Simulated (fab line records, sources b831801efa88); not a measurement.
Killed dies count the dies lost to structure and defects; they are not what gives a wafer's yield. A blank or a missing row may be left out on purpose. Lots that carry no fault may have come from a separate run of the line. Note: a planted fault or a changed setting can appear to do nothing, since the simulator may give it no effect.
fab line records	flow gf180mcu
record lots=5	wafers=15	lastDay=33
route steps=602 shown NSD@237 PSD@248 SAB@264
lots with no fault: from the same line, run without faults
startH: start of the lot's first displayed wafer, in hours after the record's first day	waitH: hours from the lot's prior step to this one	" the same as in the row above	L1.1+2: a row that stands for several wafers	- no value present, or no start provided	* or withheld: withheld	< > ~ a bound
route shown NAME@n: a module of which the file shows steps, and the number in the route of the first	usual: average and standard deviation across the fault-free wafers	same: alike in all rows	chamber/n: place in a boat	sites: readings site by site	_std_site: the standard deviation of these	_edge_site: inner sites' mean taken away from outer sites' mean	radiusMm: how far each site lies from the wafer's centre	mask NAME#n: copy n	behind: tool/chamber where the wafer was last shaped	hold: why the lot was held/for how many hours/how that ended	device: the n, p or np transistor that did not switch	end of line: tests run on the same wafers once the route is complete	a step without rows: its recipe alone	killed: the dies lost at the first sort to structure and to defects; this is not the yield of the wafer	map: the dies of a wafer, with x for killed, . for not killed, _ for no die there
set.NAME: the setting as run; set.NAME@STEP: as run at that earlier step	model.NAME: the simulator's own value behind a step, which no gauge read
lots at some steps of the route; a table a step, a row a wafer
services: the hour from which a tool's chamber was out of use, counted from the record's first day as startH (under 0 if before that day), plus the number of hours and why
## steps
# step GF_NSD_COAT_02
# recipe resist=NOVOLAK	spinRpm=3000	resistThkNm=1000
lot.wafer	tool	chamber	startH	waitH
L076.1+2+3	lithoTrack-03	0	302.43	0.1
L079.1+3+6	lithoTrack-04	0	343.46	0.1
L087.1+5+6	lithoTrack-01	0	391.37	0.1
L088.1+2+3	lithoTrack-03	0	406.43	0.1
L089.1+2+6	lithoTrack-03	0	412.08	0.1
# step GF_NSD_SOFTBAKE_03
# recipe tempC=90	timeS=60	resist=NOVOLAK
lot.wafer	tool	chamber	startH	waitH
L076.1+2+3	lithoTrack-03	0	302.58	0.1
L079.1+3+6	lithoTrack-04	0	343.61	0.1
L087.1+5+6	lithoTrack-01	0	391.52	0.1
L088.1+2+3	lithoTrack-03	0	406.58	0.1
L089.1+2+6	lithoTrack-03	0	412.23	0.1
# step GF_NSD_EXPOSE_04
# recipe maskId=Nplus	targetCdNm=400	na=0.6	sourceShape=conventional	sigmaOuter=0.6	doseMj=140
lot.wafer	tool	chamber	startH	waitH	mask
L076.1+2+3	ilineStepper-02	0	-	-	Nplus#0
L079.1+3+6	ilineStepper-01	0	-	-	Nplus#0
L087.1+5+6	ilineStepper-02	0	-	-	Nplus#0
L088.1+2+3	ilineStepper-02	0	-	-	Nplus#0
L089.1+2+6	ilineStepper-01	0	-	-	Nplus#0
# step GF_NSD_PEB_05
# recipe tempC=withheld	timeS=*	resist=NOVOLAK
lot.wafer	tool	chamber	startH	waitH
L076.1+2+3	lithoTrack-03	0	-	-
L079.1+3+6	lithoTrack-01	0	-	-
L087.1+5+6	lithoTrack-04	0	-	-
L088.1+2+3	lithoTrack-01	0	-	-
L089.1+2+6	lithoTrack-01	0	-	-
# step GF_NSD_DEVELOP_06
# recipe developTimeS=60	devTempC=23
# same developTimeS=60
lot.wafer	tool	chamber	startH	waitH
L076.1+2+3	lithoTrack-03	0	312.98	0.1
L079.1+3+6	lithoTrack-01	0	353.92	0.1
L087.1+5+6	lithoTrack-04	0	402.61	0.1
L088.1+2+3	lithoTrack-01	0	418.37	0.1
L089.1+2+6	lithoTrack-01	0	424.62	0.1
# step GF_NSD_CD_MEAS_07
# recipe targetCdNm=400
# usual cdNm=399.8/1.9
lot.wafer	tool	chamber	startH	waitH	cdNm
L076.1	cdSem-02	-	313.13	0.1	400.1
L076.2	"	-	"	"	399.4
L076.3	"	-	"	"	401.8
L079.1	cdSem-02	-	354.07	0.1	397.6
L079.3	"	-	"	"	398.7
L079.6	"	-	"	"	395.7
L087.1	cdSem-01	-	402.76	0.1	399.6
L087.5	"	-	"	"	397.8
L087.6	"	-	"	"	398.2
L088.1	cdSem-01	-	418.52	0.1	397.7
L088.2	"	-	"	"	400.5
L088.3	"	-	"	"	398.1
L089.1	cdSem-01	-	424.77	0.1	399.8
L089.2	"	-	"	"	399.5
L089.6	"	-	"	"	398.3
# step GF_NSD_OVL_MEAS_08
# usual NSD_OVL=-1.4/1.2
lot.wafer	tool	chamber	startH	waitH	NSD_OVL[nm]
L076.1	overlay-01	-	313.25	0.1	-3.0
L076.2	"	-	"	"	-1.6
L076.3	"	-	"	"	-0.1
L079.1	overlay-02	-	354.19	0.1	-0.5
L079.3	"	-	"	"	-1.4
L079.6	"	-	"	"	0.3
L087.1	overlay-01	-	402.88	0.1	-0.9
L087.5	"	-	"	"	-0.4
L087.6	"	-	"	"	-1.4
L088.1	overlay-02	-	418.64	0.1	-2.0
L088.2	"	-	"	"	0.1
L088.3	"	-	"	"	-2.2
L089.1	overlay-01	-	424.89	0.1	1.5
L089.2	"	-	"	"	0.3
L089.6	"	-	"	"	-0.7
# step GF_NSD_IMPLANT_09
# recipe species=As	energyKev=60	doseCm2=4e+15	tiltDeg=7
# same implantIonAmu=75
lot.wafer	tool	chamber	startH	waitH
L076.1+2+3	implanter-02	0	313.29	0.0
L079.1+3+6	implanter-04	0	354.23	0.0
L087.1+5+6	implanter-02	0	402.91	0.0
L088.1+2+3	implanter-02	0	418.68	0.0
L089.1+2+6	implanter-03	0	424.93	0.0
# step GF_NSD_IMPLANT_10
# recipe species=P	energyKev=40	doseCm2=5e+14	tiltDeg=7
# same implantIonAmu=31
lot.wafer	tool	chamber	startH	waitH
L076.1+2+3	implanter-02	0	313.44	0.1
L079.1+3+6	implanter-04	0	354.38	0.1
L087.1+5+6	implanter-02	0	403.06	0.1
L088.1+2+3	implanter-02	0	418.83	0.1
L089.1+2+6	implanter-03	0	425.08	0.1
# step GF_NSD_STRIP_11
# recipe chemistry=O2/N2	powerW=1400	pressureMtorr=1500	platenTempC=250	o2FlowSccm=3000	n2FlowSccm=300	overashFraction=0.5
# usual drypumpMotorCurrentA=5.77/0.21	heaterPowerW=334/31	oesProductAu=0.487/0.0046	stripTimeToEndpointS=22.95/0.039
lot.wafer	tool	chamber	startH	waitH	drypumpMotorCurrentA	heaterPowerW	oesProductAu	rfHoursCounterH	stripTimeToEndpointS
L076.1	plasmaAsher-03	0	313.59	0.1	5.69	381	0.491	64	22.88
L076.2	"	1	"	"	5.66	363	0.488	64	22.91
L076.3	"	1	"	"	5.65	356	0.485	-	22.89
L079.1	plasmaAsher-02	1	354.53	0.1	5.91	331	0.488	25	23.04
L079.3	"	1	"	"	5.89	327	0.496	-	23.00
L079.6	"	0	"	"	5.68	319	0.479	-	23.02
L087.1	plasmaAsher-01	0	403.21	0.1	5.52	276	0.499	80	22.94
L087.5	"	0	"	"	5.51	275	0.489	-	22.94
L087.6	"	1	"	"	6.25	357	0.485	-	22.96
L088.1	plasmaAsher-01	0	418.98	0.1	5.51	271	0.494	81	22.91
L088.2	"	1	"	"	6.27	358	0.482	81	22.92
L088.3	"	1	"	"	6.26	353	0.483	-	22.92
L089.1	plasmaAsher-02	1	425.23	0.1	5.85	336	0.488	33	22.90
L089.2	"	0	"	"	5.69	321	0.486	33	22.93
L089.6	"	0	"	"	5.69	318	0.489	-	22.96
# step GF_NSD_TW_MEAS_12
# usual NSD_TW=4257/34
lot.wafer	tool	chamber	startH	waitH	NSD_TW
L076.1	filmMetro-01	-	313.69	0.1	4239
L076.2	"	-	"	"	4252
L076.3	"	-	"	"	4258
L079.1	filmMetro-04	-	354.63	0.1	4249
L079.3	"	-	"	"	4247
L079.6	"	-	"	"	4253
L087.1	filmMetro-02	-	403.31	0.1	4237
L087.5	"	-	"	"	4256
L087.6	"	-	"	"	4254
L088.1	filmMetro-04	-	419.08	0.1	4220
L088.2	"	-	"	"	4221
L088.3	"	-	"	"	4236
L089.1	filmMetro-02	-	425.33	0.1	4294
L089.2	"	-	"	"	4287
L089.6	"	-	"	"	4301
# step GF_PSD_DEHYDRATE_00
# recipe tempC=200	timeS=60
lot.wafer	tool	chamber	startH	waitH
L076.1+2+3	lithoTrack-03	0	323.43	9.7
L079.1+3+6	lithoTrack-04	0	365.71	11.1
L087.1+5+6	lithoTrack-04	0	415.11	11.8
L088.1+2+3	lithoTrack-04	0	430.46	11.4
L089.1+2+6	lithoTrack-02	0	437.26	11.9
# step GF_PSD_HMDS_01
# recipe primeTimeS=60	primeTempC=120
lot.wafer	tool	chamber	startH	waitH
L076.1+2+3	lithoTrack-03	0	323.58	0.1
L079.1+3+6	lithoTrack-04	0	365.86	0.1
L087.1+5+6	lithoTrack-04	0	415.26	0.1
L088.1+2+3	lithoTrack-04	0	430.61	0.1
L089.1+2+6	lithoTrack-02	0	437.41	0.1
# step GF_PSD_COAT_02
# recipe resist=NOVOLAK	spinRpm=3000	resistThkNm=1000
lot.wafer	tool	chamber	startH	waitH
L076.1+2+3	lithoTrack-03	0	323.73	0.1
L079.1+3+6	lithoTrack-04	0	366.01	0.1
L087.1+5+6	lithoTrack-04	0	415.41	0.1
L088.1+2+3	lithoTrack-04	0	430.76	0.1
L089.1+2+6	lithoTrack-02	0	437.56	0.1
# step GF_PSD_SOFTBAKE_03
# recipe tempC=90	timeS=60	resist=NOVOLAK
lot.wafer	tool	chamber	startH	waitH
L076.1+2+3	lithoTrack-03	0	323.88	0.1
L079.1+3+6	lithoTrack-04	0	366.16	0.1
L087.1+5+6	lithoTrack-04	0	415.56	0.1
L088.1+2+3	lithoTrack-04	0	430.91	0.1
L089.1+2+6	lithoTrack-02	0	437.71	0.1
# step GF_PSD_EXPOSE_04
# recipe maskId=Pplus	targetCdNm=400	na=0.6	sourceShape=conventional	sigmaOuter=0.6	doseMj=140
lot.wafer	tool	chamber	startH	waitH	mask
L076.1+2+3	ilineStepper-01	0	-	-	Pplus#0
L079.1+3+6	ilineStepper-02	0	-	-	Pplus#0
L087.1+5+6	ilineStepper-01	0	-	-	Pplus#0
L088.1+2+3	ilineStepper-02	0	-	-	Pplus#0
L089.1+2+6	ilineStepper-02	0	-	-	Pplus#0
# step GF_PSD_PEB_05
# recipe tempC=withheld	timeS=*	resist=NOVOLAK
lot.wafer	tool	chamber	startH	waitH
L076.1+2+3	lithoTrack-02	0	-	-
L079.1+3+6	lithoTrack-02	0	-	-
L087.1+5+6	lithoTrack-04	0	-	-
L088.1+2+3	lithoTrack-02	0	-	-
L089.1+2+6	lithoTrack-02	0	-	-
# step GF_PSD_DEVELOP_06
# recipe developTimeS=60	devTempC=23
# same developTimeS=60
lot.wafer	tool	chamber	startH	waitH
L076.1+2+3	lithoTrack-02	0	334.51	0.1
L079.1+3+6	lithoTrack-02	0	377.36	0.1
L087.1+5+6	lithoTrack-04	0	427.06	0.1
L088.1+2+3	lithoTrack-02	0	442.71	0.1
L089.1+2+6	lithoTrack-02	0	449.96	0.1
# step GF_PSD_CD_MEAS_07
# recipe targetCdNm=400
# usual cdNm=399.8/2.5
lot.wafer	tool	chamber	startH	waitH	cdNm
L076.1	cdSem-02	-	334.66	0.1	399.5
L076.2	"	-	"	"	401.4
L076.3	"	-	"	"	399.1
L079.1	cdSem-02	-	377.51	0.1	396.0
L079.3	"	-	"	"	397.4
L079.6	"	-	"	"	397.2
L087.1	cdSem-02	-	427.21	0.1	402.9
L087.5	"	-	"	"	404.0
L087.6	"	-	"	"	405.7
L088.1	cdSem-01	-	442.86	0.1	400.0
L088.2	"	-	"	"	397.4
L088.3	"	-	"	"	396.7
L089.1	cdSem-01	-	450.11	0.1	400.9
L089.2	"	-	"	"	400.4
L089.6	"	-	"	"	403.0
# step GF_PSD_OVL_MEAS_08
# usual PSD_OVL=0.1/1.1
lot.wafer	tool	chamber	startH	waitH	PSD_OVL[nm]
L076.1	overlay-02	-	334.78	0.1	-0.9
L076.2	"	-	"	"	-0.6
L076.3	"	-	"	"	-1.3
L079.1	overlay-01	-	377.63	0.1	-0.3
L079.3	"	-	"	"	0.0
L079.6	"	-	"	"	0.9
L087.1	overlay-01	-	427.33	0.1	-0.1
L087.5	"	-	"	"	-1.2
L087.6	"	-	"	"	1.4
L088.1	overlay-01	-	442.98	0.1	0.9
L088.2	"	-	"	"	0.1
L088.3	"	-	"	"	1.4
L089.1	overlay-01	-	450.23	0.1	1.3
L089.2	"	-	"	"	0.8
L089.6	"	-	"	"	1.5
# step GF_PSD_IMPLANT_09
# recipe species=BF2	energyKev=40	doseCm2=1.5e+15	tiltDeg=7
# same implantIonAmu=49
lot.wafer	tool	chamber	startH	waitH
L076.1+2+3	implanter-01	0	334.82	0.0
L079.1+3+6	implanter-04	0	377.67	0.0
L087.1+5+6	implanter-04	0	427.36	0.0
L088.1+2+3	implanter-04	0	443.02	0.0
L089.1+2+6	implanter-01	0	450.27	0.0
# step GF_PSD_STRIP_10
# recipe chemistry=O2/N2	powerW=1400	pressureMtorr=1500	platenTempC=250	o2FlowSccm=3000	n2FlowSccm=300	overashFraction=0.5
# usual drypumpMotorCurrentA=5.66/0.17	heaterPowerW=345/25	oesProductAu=0.592/0.0043	stripTimeToEndpointS=16.52/0.033
lot.wafer	tool	chamber	startH	waitH	drypumpMotorCurrentA	heaterPowerW	oesProductAu	rfHoursCounterH	stripTimeToEndpointS
L076.1	plasmaAsher-02	0	334.97	0.1	5.68	315	0.589	23	16.56
L076.2	"	1	"	"	5.84	337	0.593	23	16.52
L076.3	"	0	"	"	5.68	317	0.588	-	16.56
L079.1	plasmaAsher-02	1	377.82	0.1	5.86	336	0.594	28	16.49
L079.3	"	0	"	"	5.66	314	0.600	-	16.52
L079.6	"	0	"	"	5.66	315	0.598	-	16.51
L087.1	plasmaAsher-04	0	427.51	0.1	5.71	362	0.594	61	16.50
L087.5	"	1	"	"	5.20	330	0.592	-	16.54
L087.6	"	0	"	"	5.71	359	0.594	-	16.54
L088.1	plasmaAsher-03	0	443.17	0.1	5.65	389	0.583	1	16.51
L088.2	"	1	"	"	5.67	362	0.591	1	16.53
L088.3	"	0	"	"	5.67	394	0.595	-	16.56
L089.1	plasmaAsher-03	0	450.42	0.1	5.69	387	0.598	2	16.53
L089.2	"	1	"	"	5.65	366	0.595	2	16.49
L089.6	"	1	"	"	5.65	353	0.590	-	16.55
# step GF_PSD_TW_MEAS_11
# usual PSD_TW=3191/23
lot.wafer	tool	chamber	startH	waitH	PSD_TW
L076.1	filmMetro-04	-	335.07	0.1	3204
L076.2	"	-	"	"	3205
L076.3	"	-	"	"	3188
L079.1	filmMetro-02	-	377.92	0.1	3208
L079.3	"	-	"	"	3215
L079.6	"	-	"	"	3224
L087.1	filmMetro-02	-	427.61	0.1	3213
L087.5	"	-	"	"	3217
L087.6	"	-	"	"	3182
L088.1	filmMetro-01	-	443.27	0.1	3175
L088.2	"	-	"	"	3182
L088.3	"	-	"	"	3173
L089.1	filmMetro-02	-	450.52	0.1	3197
L089.2	"	-	"	"	3222
L089.6	"	-	"	"	3220
# step GF_PSD_CLEAN_12
# recipe chemistry=SC1/SC2	mix=1:4:20	tempC=70	timeS=150	dry=n2Spin
# usual bathGuardTempC=70.1/0.75	tempC=69.99/0.12
lot.wafer	tool	chamber	startH	waitH	bathGuardTempC	tempC
L076.1	wetBench-03	2	335.13	0.1	70.1	70.18
L076.2	"	2	"	"	70.3	70.21
L076.3	"	2	"	"	70.2	70.09
L079.1	wetBench-03	3	377.98	0.1	69.9	69.97
L079.3	"	3	"	"	69.3	70.26
L079.6	"	3	"	"	69.8	70.31
L087.1	wetBench-02	2	427.67	0.1	71.1	70.02
L087.5	"	2	"	"	71.5	69.90
L087.6	"	2	"	"	71.3	69.96
L088.1	wetBench-01	0	443.33	0.1	69.2	69.98
L088.2	"	0	"	"	69.0	69.92
L088.3	"	0	"	"	69.4	70.16
L089.1	wetBench-02	2	450.58	0.1	71.0	69.96
L089.2	"	2	"	"	71.5	70.13
L089.6	"	2	"	"	71.1	70.15
# step GF_PSD_RTA_13
# recipe tempC=1025	timeS=20	ambient=N2
# usual lampPowerPct=33.6/3	wafer_temp_C_max=1029.0/0.87
lot.wafer	tool	chamber	startH	waitH	lampPowerPct	wafer_temp_C_max
L076.1	rtpAnneal-01	0	335.24	0.0	36.1	1029.2
L076.2	"	0	"	"	36.1	1028.6
L076.3	"	0	"	"	36.1	1028.7
L079.1	rtpAnneal-02	0	378.03	0.0	30.1	1029.0
L079.3	"	0	"	"	30.1	1028.8
L079.6	"	0	"	"	30.1	1028.3
L087.1	rtpAnneal-02	0	427.72	0.0	30.1	1029.0
L087.5	"	0	"	"	30.1	1029.5
L087.6	"	0	"	"	30.1	1028.7
L088.1	rtpAnneal-02	0	443.38	0.0	30.1	1028.0
L088.2	"	0	"	"	30.1	1027.0
L088.3	"	0	"	"	30.1	1028.2
L089.1	rtpAnneal-02	0	450.63	0.0	30.1	1028.4
L089.2	"	0	"	"	30.1	1028.2
L089.6	"	0	"	"	30.2	1028.9
# step GF_PSD_RS_MEAS_14
# recipe thkMeasGauge=four-point-probe
# usual NSD_RS=46.11/0.08
lot.wafer	tool	chamber	startH	waitH	NSD_RS[ohm/sq]
L076.1	filmMetro-04	-	335.32	0.1	46.04
L076.2	"	-	"	"	45.92
L076.3	"	-	"	"	46.10
L079.1	filmMetro-04	-	378.11	0.1	46.03
L079.3	"	-	"	"	46.13
L079.6	"	-	"	"	46.16
L087.1	filmMetro-02	-	427.81	0.1	46.15
L087.5	"	-	"	"	46.18
L087.6	"	-	"	"	46.18
L088.1	filmMetro-02	-	443.46	0.1	46.23
L088.2	"	-	"	"	46.09
L088.3	"	-	"	"	46.23
L089.1	filmMetro-04	-	450.71	0.1	46.09
L089.2	"	-	"	"	46.04
L089.6	"	-	"	"	45.94
# step GF_PSD_RS_MEAS_15
# recipe thkMeasGauge=four-point-probe
# usual PSD_RS=108.50/0.25
lot.wafer	tool	chamber	startH	waitH	PSD_RS[ohm/sq]
L076.1	filmMetro-04	-	335.44	0.1	108.18
L076.2	"	-	"	"	108.21
L076.3	"	-	"	"	108.32
L079.1	filmMetro-04	-	378.23	0.1	108.90
L079.3	"	-	"	"	108.61
L079.6	"	-	"	"	109.06
L087.1	filmMetro-02	-	427.93	0.1	108.75
L087.5	"	-	"	"	108.36
L087.6	"	-	"	"	108.55
L088.1	filmMetro-02	-	443.58	0.1	108.77
L088.2	"	-	"	"	108.40
L088.3	"	-	"	"	108.70
L089.1	filmMetro-04	-	450.83	0.1	108.86
L089.2	"	-	"	"	108.67
L089.6	"	-	"	"	108.55
# step GF_SAB_CVD_00
# recipe material=SiO2	targetThkNm=50	precursor=TEOS	tempC=400	timeS=4.9302	rfW=600
# usual heaterPowerW=684/89
lot.wafer	tool	chamber	startH	waitH	heaterPowerW
L076.1	pecvd-01	2	335.56	0.1	687
L076.2	"	0	"	"	713
L076.3	"	1	"	"	794
L079.1	pecvd-04	1	378.35	0.1	694
L079.3	"	2	"	"	559
L079.6	"	1	"	"	689
L087.1	pecvd-01	0	428.05	0.1	662
L087.5	"	1	"	"	695
L087.6	"	0	"	"	657
L088.1	pecvd-04	0	443.70	0.1	668
L088.2	"	2	"	"	500
L088.3	"	1	"	"	818
L089.1	pecvd-04	1	450.95	0.1	798
L089.2	"	0	"	"	745
L089.6	"	2	"	"	589
# step GF_SAB_THK_MEAS_01
# recipe reads=SiO2_of_SAB_CVD_00
# usual SAB_CVD_00_THK=50.3/0.64
lot.wafer	tool	chamber	startH	waitH	SAB_CVD_00_THK[nm]
L076.1	filmMetro-02	-	335.58	0.0	49.4
L076.2	"	-	"	"	50.1
L076.3	"	-	"	"	49.6
L079.1	filmMetro-02	-	378.37	0.0	49.5
L079.3	"	-	"	"	49.3
L079.6	"	-	"	"	50.8
L087.1	filmMetro-03	-	428.07	0.0	50.1
L087.5	"	-	"	"	50.4
L087.6	"	-	"	"	50.8
L088.1	filmMetro-03	-	443.72	0.0	50.1
L088.2	"	-	"	"	50.1
L088.3	"	-	"	"	50.9
L089.1	filmMetro-01	-	450.97	0.0	49.8
L089.2	"	-	"	"	49.2
L089.6	"	-	"	"	49.2
# step GF_SAB_DEHYDRATE_02
# recipe tempC=200	timeS=60
lot.wafer	tool	chamber	startH	waitH
L076.1+2+3	lithoTrack-04	0	345.66	10.1
L079.1+3+6	lithoTrack-02	0	389.31	10.9
L087.1+5+6	lithoTrack-02	0	439.46	11.4
L088.1+2+3	lithoTrack-01	0	455.67	11.9
L089.1+2+6	lithoTrack-04	0	462.46	11.5
# step GF_SAB_HMDS_03
# recipe primeTimeS=60	primeTempC=120
lot.wafer	tool	chamber	startH	waitH
L076.1+2+3	lithoTrack-04	0	345.81	0.1
L079.1+3+6	lithoTrack-02	0	389.46	0.1
L087.1+5+6	lithoTrack-02	0	439.61	0.1
L088.1+2+3	lithoTrack-01	0	455.82	0.1
L089.1+2+6	lithoTrack-04	0	462.61	0.1
# step GF_SAB_COAT_04
# recipe resist=NOVOLAK	spinRpm=3000	resistThkNm=1000
lot.wafer	tool	chamber	startH	waitH
L076.1+2+3	lithoTrack-04	0	345.96	0.1
L079.1+3+6	lithoTrack-02	0	389.61	0.1
L087.1+5+6	lithoTrack-02	0	439.76	0.1
L088.1+2+3	lithoTrack-01	0	455.97	0.1
L089.1+2+6	lithoTrack-04	0	462.76	0.1
# step GF_SAB_SOFTBAKE_05
# recipe tempC=90	timeS=60	resist=NOVOLAK
lot.wafer	tool	chamber	startH	waitH
L076.1+2+3	lithoTrack-04	0	346.11	0.1
L079.1+3+6	lithoTrack-02	0	389.76	0.1
L087.1+5+6	lithoTrack-02	0	439.91	0.1
L088.1+2+3	lithoTrack-01	0	456.12	0.1
L089.1+2+6	lithoTrack-04	0	462.91	0.1
# step GF_SAB_EXPOSE_06
# recipe maskId=SAB	targetCdNm=420	na=0.6	sourceShape=conventional	sigmaOuter=0.6	doseMj=140
lot.wafer	tool	chamber	startH	waitH	mask
L076.1+2+3	ilineStepper-01	0	-	-	SAB#0
L079.1+3+6	ilineStepper-02	0	-	-	SAB#0
L087.1+5+6	ilineStepper-02	0	-	-	SAB#0
L088.1+2+3	ilineStepper-02	0	-	-	SAB#0
L089.1+2+6	ilineStepper-02	0	-	-	SAB#0
# step GF_SAB_PEB_07
# recipe tempC=withheld	timeS=*	resist=NOVOLAK
lot.wafer	tool	chamber	startH	waitH
L076.1+2+3	lithoTrack-01	0	-	-
L079.1+3+6	lithoTrack-02	0	-	-
L087.1+5+6	lithoTrack-04	0	-	-
L088.1+2+3	lithoTrack-04	0	-	-
L089.1+2+6	lithoTrack-01	0	-	-
# step GF_SAB_DEVELOP_08
# recipe developTimeS=60	devTempC=23
# same developTimeS=60
lot.wafer	tool	chamber	startH	waitH
L076.1+2+3	lithoTrack-01	0	356.77	0.1
L079.1+3+6	lithoTrack-02	0	401.06	0.1
L087.1+5+6	lithoTrack-04	0	451.66	0.1
L088.1+2+3	lithoTrack-04	0	467.76	0.1
L089.1+2+6	lithoTrack-01	0	474.77	0.1
# step GF_SAB_CD_MEAS_09
# recipe targetCdNm=420
# usual cdNm=420.0/2.2
lot.wafer	tool	chamber	startH	waitH	cdNm
L076.1	cdSem-02	-	356.92	0.1	421.9
L076.2	"	-	"	"	422.2
L076.3	"	-	"	"	421.8
L079.1	cdSem-01	-	401.21	0.1	421.1
L079.3	"	-	"	"	419.2
L079.6	"	-	"	"	418.9
L087.1	cdSem-01	-	451.81	0.1	416.9
L087.5	"	-	"	"	419.9
L087.6	"	-	"	"	418.4
L088.1	cdSem-01	-	467.91	0.1	418.9
L088.2	"	-	"	"	419.6
L088.3	"	-	"	"	421.1
L089.1	cdSem-02	-	474.92	0.1	417.6
L089.2	"	-	"	"	422.8
L089.6	"	-	"	"	419.0
# step GF_SAB_OVL_MEAS_10
# usual SAB_OVL=0.7/1.7
lot.wafer	tool	chamber	startH	waitH	SAB_OVL[nm]
L076.1	overlay-01	-	357.04	0.1	-1.2
L076.2	"	-	"	"	-1.8
L076.3	"	-	"	"	-3.1
L079.1	overlay-01	-	401.33	0.1	-0.2
L079.3	"	-	"	"	0.5
L079.6	"	-	"	"	0.5
L087.1	overlay-01	-	451.93	0.1	0.2
L087.5	"	-	"	"	2.2
L087.6	"	-	"	"	1.2
L088.1	overlay-01	-	468.03	0.1	-0.7
L088.2	"	-	"	"	-0.6
L088.3	"	-	"	"	-1.2
L089.1	overlay-01	-	475.04	0.1	1.9
L089.2	"	-	"	"	2.6
L089.6	"	-	"	"	1.4
# step GF_SAB_ETCH_11
# recipe chemistry=C4F8/O2/Ar	maskMaterial=NOVOLAK	target=SiO2	targetDepthNm=55	sourceW=1500	biasW=1200	pressureMtorr=40	c4f8FlowSccm=withheld	O2_flow_sccm=6	Ar_flow_sccm=300	timeS=8.5
# usual oesProductAu=1.003/0.009
lot.wafer	tool	chamber	startH	waitH	oesProductAu	rfHoursCounterH
L076.1	rieDiel-02	3	357.08	0.0	0.987	77
L076.2	"	0	"	"	1.013	84
L076.3	"	1	"	"	0.999	19
L079.1	rieDiel-01	0	401.37	0.0	1.006	6
L079.3	"	3	"	"	1.004	70
L079.6	"	1	"	"	1.012	-
L087.1	rieDiel-02	2	451.96	0.0	1.007	82
L087.5	"	1	"	"	0.992	-
L087.6	"	0	"	"	1.001	-
L088.1	rieDiel-01	0	468.06	0.0	1.000	8
L088.2	"	1	"	"	1.006	4
L088.3	"	3	"	"	0.998	71
L089.1	rieDiel-01	0	475.07	0.0	0.981	8
L089.2	"	3	"	"	0.997	72
L089.6	"	3	"	"	1.006	-
## services
tool	chamber	startH	hours	kind
rieDiel-01	-	278.80	0.4	repair
ilineStepper-02	-	281.15	1.7	pm
plasmaAsher-03	-	283.32	1.3	repair
plasmaAsher-03	-	289.55	2.9	repair
implanter-04	-	294.57	2.8	pm
implanter-02	-	301.62	4.1	repair
ilineStepper-02	-	308.07	8.2	repair
plasmaAsher-02	-	310.85	2.8	pm
rieDiel-01	3	314.82	9.5	repair
implanter-04	-	321.75	2.1	repair
rieDiel-01	-	324.36	0.3	repair
ilineStepper-01	-	334.06	1.7	pm
rieDiel-01	-	338.07	1.5	repair
plasmaAsher-03	-	339.36	3.4	repair
implanter-02	-	348.87	4.1	repair
plasmaAsher-03	-	357.17	2.8	pm
pecvd-04	0	366.01	3.1	repair
rieDiel-01	0	386.63	6.3	repair
plasmaAsher-03	-	392.26	1.7	repair
plasmaAsher-03	-	393.72	7.6	repair
plasmaAsher-03	-	421.25	9.0	pm
rieDiel-01	0	453.06	8.6	repair
plasmaAsher-03	-	457.43	9.3	repair
pecvd-04	2	463.00	2.2	repair
## key
fault none
